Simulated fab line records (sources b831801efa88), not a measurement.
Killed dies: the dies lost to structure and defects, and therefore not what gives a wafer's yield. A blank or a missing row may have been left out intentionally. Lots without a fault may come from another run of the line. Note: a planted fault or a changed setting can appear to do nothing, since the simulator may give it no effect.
fab line records + flow sky130
record:
- lots: 13
- wafers: 38
- last-day: 50
route steps=708 shown VIA3@582 PAD_OPEN@708
lots untouched by any fault: they come from a run of this same line in which no faults occurred
start-h: hours from the record's first day to the start of the lot's first wafer shown + wait-h: hours elapsed since this lot's preceding step + " repeats the value in the row above + L1.1+2: one row covering several wafers at once + - no value, or no start given + * or withheld: withheld + < > ~ a bound
route shown NAME@n: names a module that has steps shown in the file, with the first one's number in the route + usual: mean/standard deviation taken from wafers without a fault + same: alike in all rows + chamber/n: place in a boat + sites: the reading at each site + _std_site: their standard deviation + _edge_site: inner sites' mean taken away from outer sites' mean + radius-mm: how far each site lies from the wafer's centre + mask NAME#n: copy n + behind: the most recent tool/chamber to have shaped the wafer + hold: what put the lot on hold/how long, in hours/how the hold closed + device: whichever transistor did not switch (one of n, p or np) + end of line: at the end of the route, the tests of the same wafers + a step without rows: its recipe alone + killed: not the wafer's yield, but the dies lost to structure and defects at the first sort + map: per-die view of a wafer (x killed, . not killed, _ where there is no die)
set.NAME: the setting the step ran with; set.NAME@STEP: the setting that earlier step ran with + model.NAME: the simulator's own value behind a step, which no gauge read
route steps across a sampled set of lots; one table per step, one row per wafer
services: when a tool's chamber went out of use (start-h, in hours from the record's first day, below 0 if earlier), for how many hours, and the reason
== steps ==
step: SKY_VIA3_EXPOSE_09
recipe:
- mask-id: VIM3
- na: 0.8
- source-shape: annular
- sigma-inner: 0.55
- sigma-outer: 0.85
- target-cd-nm: 200
- dose-mj: 38
usual:
- reticle-temp-C: 22.99/0.11
same:
- na: 0.8
- sigma-outer: 0.85
| lot.wafer | tool           | chamber | start-h | wait-h | mask   | reticle-temp-C |
|-----------|----------------|---------|---------|--------|--------|----------------|
| L431.4    | krf-scanner-01 | 0       | 917.51  | -      | VIM3#0 | 22.99          |
| L431.5    | "              | 0       | "       | "      | VIM3#0 | 23.12          |
| L431.6    | "              | 0       | "       | "      | VIM3#0 | 23.05          |
| L433.1    | krf-scanner-02 | 0       | 928.49  | -      | VIM3#0 | 23.13          |
| L433.4    | "              | 0       | "       | "      | VIM3#0 | 23.23          |
| L433.5    | "              | 0       | "       | "      | VIM3#0 | 23.18          |
| L432.2    | krf-scanner-02 | 0       | 937.42  | -      | VIM3#0 | 22.95          |
| L432.5    | "              | 0       | "       | "      | VIM3#0 | 23.01          |
| L432.6    | "              | 0       | "       | "      | VIM3#0 | 23.02          |
| L435.2    | krf-scanner-02 | 0       | 946.48  | -      | VIM3#0 | 22.96          |
| L435.4    | "              | 0       | "       | "      | VIM3#0 | 23.03          |
| L435.6    | "              | 0       | "       | "      | VIM3#0 | 22.89          |
| L436.2    | krf-scanner-01 | 0       | 958.06  | -      | VIM3#0 | 22.93          |
| L436.4    | "              | 0       | "       | "      | VIM3#0 | 23.08          |
| L436.6    | "              | 0       | "       | "      | VIM3#0 | 23.07          |
| L438.4    | krf-scanner-02 | 0       | 976.95  | -      | VIM3#0 | 22.95          |
| L438.5    | "              | 0       | "       | "      | VIM3#0 | 22.89          |
| L438.6    | "              | 0       | "       | "      | VIM3#0 | 23.02          |
| L440.3    | krf-scanner-01 | 0       | 989.52  | -      | VIM3#0 | 22.92          |
| L440.4    | "              | 0       | "       | "      | VIM3#0 | 22.92          |
| L447.2    | krf-scanner-02 | 0       | 1028.87 | -      | VIM3#0 | 23.01          |
| L447.4    | "              | 0       | "       | "      | VIM3#0 | 22.98          |
| L447.6    | "              | 0       | "       | "      | VIM3#0 | 23.14          |
| L448.1    | krf-scanner-01 | 0       | 1044.79 | -      | VIM3#0 | 22.80          |
| L448.2    | "              | 0       | "       | "      | VIM3#0 | 22.76          |
| L448.3    | "              | 0       | "       | "      | VIM3#0 | 22.81          |
| L449.3    | krf-scanner-02 | 0       | 1055.60 | -      | VIM3#0 | 22.94          |
| L449.4    | "              | 0       | "       | "      | VIM3#0 | 23.09          |
| L449.5    | "              | 0       | "       | "      | VIM3#0 | 22.89          |
| L452.4    | krf-scanner-01 | 0       | 1061.09 | -      | VIM3#0 | 22.87          |
| L452.5    | "              | 0       | "       | "      | VIM3#0 | 22.98          |
| L452.6    | "              | 0       | "       | "      | VIM3#0 | 22.93          |
| L453.1    | krf-scanner-01 | 0       | 1067.67 | -      | VIM3#0 | 22.84          |
| L453.4    | "              | 0       | "       | "      | VIM3#0 | 22.87          |
| L453.6    | "              | 0       | "       | "      | VIM3#0 | 22.67          |
| L454.1    | krf-scanner-02 | 0       | 1071.46 | -      | VIM3#0 | 23.11          |
| L454.2    | "              | 0       | "       | "      | VIM3#0 | 23.11          |
| L454.4    | "              | 0       | "       | "      | VIM3#0 | 22.95          |
step: SKY_VIA3_CD_MEAS_12
recipe:
- target-cd-nm: 200
usual:
- cd-nm: 200.7/1.5
| lot.wafer | tool      | chamber | start-h | wait-h | cd-nm |
|-----------|-----------|---------|---------|--------|-------|
| L431.4    | cd-sem-01 | -       | 929.08  | -      | 201.8 |
| L431.5    | "         | -       | "       | "      | 202.2 |
| L431.6    | "         | -       | "       | "      | 202.7 |
| L433.1    | cd-sem-01 | -       | 941.17  | -      | 202.1 |
| L433.4    | "         | -       | "       | "      | 201.6 |
| L433.5    | "         | -       | "       | "      | 200.6 |
| L432.2    | cd-sem-01 | -       | 949.70  | -      | 199.1 |
| L432.5    | "         | -       | "       | "      | 200.0 |
| L432.6    | "         | -       | "       | "      | 198.6 |
| L435.2    | cd-sem-02 | -       | 958.37  | -      | 201.6 |
| L435.4    | "         | -       | "       | "      | 199.1 |
| L435.6    | "         | -       | "       | "      | 202.1 |
| L436.2    | cd-sem-02 | -       | 969.97  | -      | 200.4 |
| L436.4    | "         | -       | "       | "      | 199.8 |
| L436.6    | "         | -       | "       | "      | 200.0 |
| L438.4    | cd-sem-01 | -       | 988.38  | -      | 201.6 |
| L438.5    | "         | -       | "       | "      | 199.6 |
| L438.6    | "         | -       | "       | "      | 200.9 |
| L440.3    | cd-sem-02 | -       | 1000.84 | -      | 154.2 |
| L440.4    | "         | -       | "       | "      | 156.6 |
| L447.2    | cd-sem-02 | -       | 1040.45 | -      | 200.7 |
| L447.4    | "         | -       | "       | "      | 199.9 |
| L447.6    | "         | -       | "       | "      | 199.6 |
| L448.1    | cd-sem-02 | -       | 1055.65 | -      | 200.4 |
| L448.2    | "         | -       | "       | "      | 201.1 |
| L448.3    | "         | -       | "       | "      | 200.8 |
| L449.3    | cd-sem-01 | -       | 1066.91 | -      | 200.3 |
| L449.4    | "         | -       | "       | "      | 200.8 |
| L449.5    | "         | -       | "       | "      | 198.7 |
| L452.4    | cd-sem-02 | -       | 1071.86 | -      | 200.5 |
| L452.5    | "         | -       | "       | "      | 201.1 |
| L452.6    | "         | -       | "       | "      | 201.1 |
| L453.1    | cd-sem-02 | -       | 1077.65 | -      | 201.5 |
| L453.4    | "         | -       | "       | "      | 202.4 |
| L453.6    | "         | -       | "       | "      | 201.7 |
| L454.1    | cd-sem-02 | -       | 1081.35 | -      | 200.9 |
| L454.2    | "         | -       | "       | "      | 201.1 |
| L454.4    | "         | -       | "       | "      | 200.3 |
step: SKY_PAD_OPEN_PROBE_99
usual:
- defect-limited-yield: 82.5/2
- killed_at_M0_to_M3: 44/7
- killed_at_M4_up: 3.0/1.7
- killed-at-contacts: 24/5.2
- killed-at-front-end: 15/4.8
- killed-at-other: 0.2/0.56
- killed-dies: 86/9.7
- killed-on-rim: 17/4.1
- killed-open: 47/7.1
- killed-short: 39/6.3
- sort_bin_3_pad_short: 0.9/0.4
- sort_bin_5_function: 10.3/1.6
- sort_bin_6_memory: 6.3/1.2
- sort-n-pass: 406/9.7
- sort-yield-pct: 82.5/2
same:
- gross-dies: 492
- killed-at-back-side: 0
- sort_bin_4_leakage[%]: 0
- sort_bin_8_speed[%]: 0
| lot.wafer | tool      | chamber | start-h | wait-h | defect-limited-yield[%] | killed_at_M0_to_M3 | killed_at_M4_up | killed-at-contacts | killed-at-front-end | killed-at-other | killed-dies | killed-on-rim | killed-open | killed-short | sort_bin_3_pad_short[%] | sort_bin_5_function[%] | sort_bin_6_memory[%] | sort-n-pass | sort-yield-pct[%] |
|-----------|-----------|---------|---------|--------|-------------------------|--------------------|-----------------|--------------------|---------------------|-----------------|-------------|---------------|-------------|--------------|-------------------------|------------------------|----------------------|-------------|-------------------|
| L440.3    | prober-01 | -       | 1139.51 | 0.2    | 11.2                    | 399                | 1               | 23                 | 14                  | 0               | 437         | 94            | 39          | 38           | 0                       | 82.9                   | 5.9                  | 55          | 11.2              |
| L440.4    | prober-01 | -       | 1139.56 | 0.2    | 9.8                     | 407                | 1               | 19                 | 17                  | 0               | 444         | 96            | 36          | 36           | 1.0                     | 82.5                   | 6.7                  | 48          | 9.8               |
killed by level:class
L440.3 VIA3:area-expose=360 CONTACT:geometric-particle:open=11 VIA1:geometric-particle:open=7 VIA3:geometric-particle:open=6 LI_CONTACT:geometric-particle:open=5 VIA1:geometric-particle:short=5 METAL2:geometric-particle:short=5 POLY_GATE:geometric-particle:short=4
L440.4 VIA3:area-expose=372 CONTACT:geometric-particle:open=9 VIA1:geometric-particle:open=6 FIELD_ISO:geometric-particle:short=5 LOCAL_INTERCONNECT:geometric-particle:short=5 VIA2:geometric-particle:short=5 FIELD_ISO:geometric-particle:open=4 POLY_GATE:geometric-particle:open=4
== services ==
| tool           | chamber | start-h | hours | kind        |
|----------------|---------|---------|-------|-------------|
| krf-scanner-02 | -       | 909.01  | 1.3   | pm          |
| krf-scanner-01 | 0       | 922.49  | -     | calibration |
| krf-scanner-02 | -       | 944.29  | 1.8   | repair      |
| krf-scanner-02 | -       | 983.92  | 3.0   | repair      |
| krf-scanner-02 | -       | 986.90  | 0.8   | pm          |
| krf-scanner-01 | -       | 987.65  | 1.0   | pm          |
| krf-scanner-02 | -       | 999.32  | 4.0   | pm          |
| krf-scanner-01 | -       | 1001.31 | 2.3   | repair      |
| krf-scanner-01 | -       | 1023.20 | 0.8   | pm          |
| krf-scanner-01 | -       | 1028.14 | 1.3   | pm          |
| krf-scanner-02 | -       | 1031.21 | 1.0   | pm          |
| krf-scanner-02 | 0       | 1069.49 | -     | calibration |
== key ==
first-sign:
- step: SKY_VIA3_CD_MEAS_12
- reading: cd-nm
- direction: down
- sigmas: 31
- usual: 200.7
- struck: 155.4
effect:
- step: SKY_PAD_OPEN_PROBE_99
- reading: killed_at_M0_to_M3
- direction: up
- sigmas: 51
- usual: 44
- struck: 403
more-kills-born-at:
- SKY_VIA3_EXPOSE_09@krf-scanner-01: 732
met-at SKY_VIA3_EXPOSE_09
struck-lots L440
struck-wafers L440.3,L440.4
later-rows-left-out L440.3,L440.4
onset-between 958.06 989.52
fault:
- kind: process-parameter-drift
- tool: krf-scanner-01
- chamber: -
- onset-h: 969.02
- steps: SKY_VIA3_EXPOSE_09
- channel: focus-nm
- offset: 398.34
- shape: step
- end-h: 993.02
- scope: struck-wafers-only
later-rows-left-out: the simulator's readings of these wafers behind a module that went badly wrong aren't trusted and aren't shown, but for the sort
